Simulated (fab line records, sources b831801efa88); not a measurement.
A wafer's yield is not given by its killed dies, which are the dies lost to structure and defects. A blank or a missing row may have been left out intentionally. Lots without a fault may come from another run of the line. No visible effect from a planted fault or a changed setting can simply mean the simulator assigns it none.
The tool behind it: which one? + flow sky130 + 34 wafers from 12 lots sampled at 5 of the route's 708 steps

WHAT THE GAUGES READ, wafer by wafer
SKY_VIA3_BOW_MEAS_03. Usual: VIA3_BOW typically reads 79 um, with standard deviation 7.8.
| lot  | measured     | on           | VIA3_BOW (um) | flag |
|------|--------------|--------------|---------------|------|
| L836 | day 38 23:13 | filmMetro-02 | 84 71 82      |      |
| L837 | day 39 05:34 | filmMetro-03 | 90 81 90      |      |
| L838 | day 39 10:23 | filmMetro-02 | 82 73 79      |      |
| L839 | day 40 07:05 | filmMetro-02 | 72 90 79      |      |
| L844 | day 42 04:10 | filmMetro-02 | 68            |      |
| L845 | day 42 06:34 | filmMetro-04 | 79 72 88      |      |
| L847 | day 42 07:44 | filmMetro-04 | 85 96 81      |      |
| L849 | day 42 17:11 | filmMetro-02 | 83 76 90      |      |
| L848 | day 43 02:28 | filmMetro-04 | 67 84 78      |      |
| L855 | day 44 07:38 | filmMetro-03 | 87 83 77      |      |
| L857 | day 45 06:26 | filmMetro-02 | 75 72 86      |      |
| L859 | day 45 13:00 | filmMetro-03 | 61 67 69      |      |

SKY_VIA3_CD_MEAS_12 targets a cd of 200 nm. Usual: cdNm at 200.0 nm, with a standard deviation of 1.4.
| lot  | measured     | on       | cdNm (nm)         | flag |
|------|--------------|----------|-------------------|------|
| L836 | day 40 00:56 | cdSem-01 | 202.0 201.4 200.9 |      |
| L837 | day 40 07:53 | cdSem-01 | 203.3 202.1 202.5 |      |
| L838 | day 40 11:29 | cdSem-02 | 199.4 200.0 201.1 |      |
| L839 | day 41 06:53 | cdSem-01 | 201.3 200.4 200.3 |      |
| L844 | day 43 04:23 | cdSem-02 | 195.7             | OFF  |
| L845 | day 43 06:15 | cdSem-02 | 194.4 192.2 191.1 | OFF  |
| L847 | day 43 07:59 | cdSem-01 | 200.2 201.2 200.3 |      |
| L849 | day 43 16:27 | cdSem-02 | 200.3 200.5 201.4 |      |
| L848 | day 44 01:32 | cdSem-02 | 199.5 198.3 199.3 |      |
| L855 | day 45 06:08 | cdSem-02 | 198.3 197.6 197.1 |      |
| L857 | day 46 03:51 | cdSem-01 | 199.0 197.8 200.1 |      |
| L859 | day 46 09:12 | cdSem-02 | 199.0 198.8 200.5 |      |

WHAT TOOL EACH LOT RAN ON (gives the tool, then ch and the chambers of the sampled wafers, and finally the start)
| lot  | SKY_METAL2_DESCUM_17             | SKY_CAPM_STRIP_14                   | SKY_VIA3_EXPOSE_09               |
|------|----------------------------------|-------------------------------------|----------------------------------|
| L836 | rieMetal-03 ch 1, day 35 11:16   | plasmaAsher-03 ch 0,1, day 37 18:22 | krfScanner-02 ch 0, day 39 12:44 |
| L837 | rieMetal-03 ch 1, day 35 19:14   | plasmaAsher-04 ch 0,1, day 38 01:53 | krfScanner-01 ch 0, day 39 20:06 |
| L838 | rieMetal-01 ch 0, day 36 00:23   | plasmaAsher-03 ch 0, day 38 06:14   | krfScanner-02 ch 0, day 39 23:32 |
| L839 | rieMetal-03 ch 0,1, day 36 21:53 | plasmaAsher-03 ch 1, day 39 02:41   | krfScanner-01 ch 0, day 40 20:21 |
| L844 | rieMetal-03 ch 1, day 38 21:16   | plasmaAsher-03 ch 1, day 41 02:16   | krfScanner-01 ch 0, day 42 16:49 |
| L845 | rieMetal-01 ch 0,1, day 38 21:59 | plasmaAsher-02 ch 0,1, day 41 04:37 | krfScanner-01 ch 0, day 42 19:25 |
| L847 | rieMetal-01 ch 0,1, day 38 23:53 | plasmaAsher-02 ch 0,1, day 41 05:25 | krfScanner-02 ch 0, day 42 21:02 |
| L849 | rieMetal-01 ch 0,1, day 39 11:50 | plasmaAsher-03 ch 0,1, day 41 15:35 | krfScanner-02 ch 0, day 43 05:05 |
| L848 | rieMetal-01 ch 0,1, day 39 19:20 | plasmaAsher-03 ch 0,1, day 41 23:16 | krfScanner-02 ch 0, day 43 14:13 |
| L855 | rieMetal-03 ch 0,1, day 41 03:14 | plasmaAsher-03 ch 0,1, day 43 06:23 | krfScanner-02 ch 0, day 44 19:46 |
| L857 | rieMetal-01 ch 0,1, day 42 02:50 | plasmaAsher-02 ch 0,1, day 44 05:31 | krfScanner-02 ch 0, day 45 18:19 |
| L859 | rieMetal-01 ch 0,1, day 42 07:05 | plasmaAsher-03 ch 0,1, day 44 10:02 | krfScanner-02 ch 0, day 45 23:52 |
- SKY_METAL2_DESCUM_17: chemistry O2, time 8 s.
- SKY_CAPM_STRIP_14: strips in O2/N2.
- SKY_VIA3_EXPOSE_09: exposes mask VIM3, target cd 200 nm.

AS READ BY THE TOOLS THEMSELVES (means over the sampled wafers that have a number; for cases with no such wafer, the mark the record gives instead)
SKY_METAL2_DESCUM_17. Usual: drypumpMotorCurrentA 5.5 A, standard deviation 0.6; oesProductAu 1.000 a.u., standard deviation 0.012; rfFwdPowerW 147.4 W, standard deviation 0.66.
| lot  | tool        | drypumpMotorCurrentA (A) | oesProductAu (a.u.) | rfFwdPowerW (W) | flag |
|------|-------------|--------------------------|---------------------|-----------------|------|
| L836 | rieMetal-03 | 5.5                      | 1.018               | 148.2           |      |
| L837 | rieMetal-03 | 5.5                      | 1.022               | 147.9           |      |
| L838 | rieMetal-01 | 6.5                      | 1.004               | 147.1           |      |
| L839 | rieMetal-03 | 5.3                      | 1.008               | 148.1           |      |
| L844 | rieMetal-03 | 5.5                      | 1.008               | 147.5           |      |
| L845 | rieMetal-01 | 6.2                      | 0.989               | 147.0           |      |
| L847 | rieMetal-01 | 6.2                      | 0.999               | 147.1           |      |
| L849 | rieMetal-01 | 6.2                      | 0.991               | 146.9           |      |
| L848 | rieMetal-01 | 6.2                      | 1.001               | 147.2           |      |
| L855 | rieMetal-03 | 5.2                      | 1.002               | 147.6           |      |
| L857 | rieMetal-01 | 5.9                      | 0.987               | 146.4           |      |
| L859 | rieMetal-01 | 5.9                      | 0.993               | 146.9           |      |

SKY_CAPM_STRIP_14. Usual: drypumpMotorCurrentA 5.65 A, standard deviation 0.22; oesProductAu 0.710 a.u., standard deviation 0.0046; stripTimeToEndpointS 12.66 s, standard deviation 0.054.
| lot  | tool           | drypumpMotorCurrentA (A) | oesProductAu (a.u.) | stripTimeToEndpointS (s) | flag |
|------|----------------|--------------------------|---------------------|--------------------------|------|
| L836 | plasmaAsher-03 | 5.69                     | 0.709               | 12.65                    |      |
| L837 | plasmaAsher-04 | 5.46                     | 0.711               | 12.72                    |      |
| L838 | plasmaAsher-03 | 5.41                     | 0.710               | 12.64                    |      |
| L839 | plasmaAsher-03 | 5.82                     | 0.715               | 12.59                    |      |
| L844 | plasmaAsher-03 | 5.83                     | 0.705               | 12.60                    |      |
| L845 | plasmaAsher-02 | 5.85                     | 0.708               | 12.66                    |      |
| L847 | plasmaAsher-02 | 5.79                     | 0.712               | 12.67                    |      |
| L849 | plasmaAsher-03 | 5.70                     | 0.714               | 12.65                    |      |
| L848 | plasmaAsher-03 | 5.68                     | 0.712               | 12.73                    |      |
| L855 | plasmaAsher-03 | 5.53                     | 0.712               | 12.69                    |      |
| L857 | plasmaAsher-02 | 5.78                     | 0.706               | 12.65                    |      |
| L859 | plasmaAsher-03 | 5.69                     | 0.708               | 12.70                    |      |

SKY_VIA3_EXPOSE_09. Usual: exposureDoseMJCm2 at 38.01, with a standard deviation of 0.039.
| lot  | tool          | exposureDoseMJCm2 | flag |
|------|---------------|-------------------|------|
| L836 | krfScanner-02 | 38.05             |      |
| L837 | krfScanner-01 | 37.98             |      |
| L838 | krfScanner-02 | 37.96             |      |
| L839 | krfScanner-01 | 38.00             |      |
| L844 | krfScanner-01 | 38.37             | OFF  |
| L845 | krfScanner-01 | 38.38             | OFF  |
| L847 | krfScanner-02 | 37.96             |      |
| L849 | krfScanner-02 | 38.05             |      |
| L848 | krfScanner-02 | 37.99             |      |
| L855 | krfScanner-02 | 38.02             |      |
| L857 | krfScanner-02 | 37.99             |      |
| L859 | krfScanner-02 | 37.99             |      |

THE ANSWER, worked out from the rows above alone
Rule: take the mean of a lot's wafers that have a number; if it is more than 3 standard deviations from the usual mean, the lot is off. A lot without any number at a reading at which 4 lots or more have one is off too. The other lots that the step has rows for count as sound. Order of review: gauges by route order, followed by the tools' own readings, for which a lot's mean as printed above is used. The first step at which some lot is off is used, and at that step the reading that is off furthest; a lot without a number counts as furthest.
Off, at SKY_VIA3_CD_MEAS_12 on cdNm: L844, L845.
A tool fits if, at a process step before that reading, it ran every lot that is off, and no sound lot after the first of them. The gauges at SKY_VIA3_CD_MEAS_12 aren't tried: what is off there is off at SKY_VIA3_EXPOSE_09 too, on other tools, and a gauge's error can't cause that. One fits: SKY_VIA3_EXPOSE_09 on krfScanner-01. A fault onset in the window from L839 (day 40 20:21, its last sound lot) to L844 (day 42 16:49, its first lot off) fits.
The tool's own readings at SKY_VIA3_EXPOSE_09 bear it out: on the lots that are off they differ by more than 5 times the standard deviation of the sound lots' means. exposureDoseMJCm2 reads 38.38 there against 38.00 on the sound lots.

WHAT THE SIMULATOR HAD INSERTED
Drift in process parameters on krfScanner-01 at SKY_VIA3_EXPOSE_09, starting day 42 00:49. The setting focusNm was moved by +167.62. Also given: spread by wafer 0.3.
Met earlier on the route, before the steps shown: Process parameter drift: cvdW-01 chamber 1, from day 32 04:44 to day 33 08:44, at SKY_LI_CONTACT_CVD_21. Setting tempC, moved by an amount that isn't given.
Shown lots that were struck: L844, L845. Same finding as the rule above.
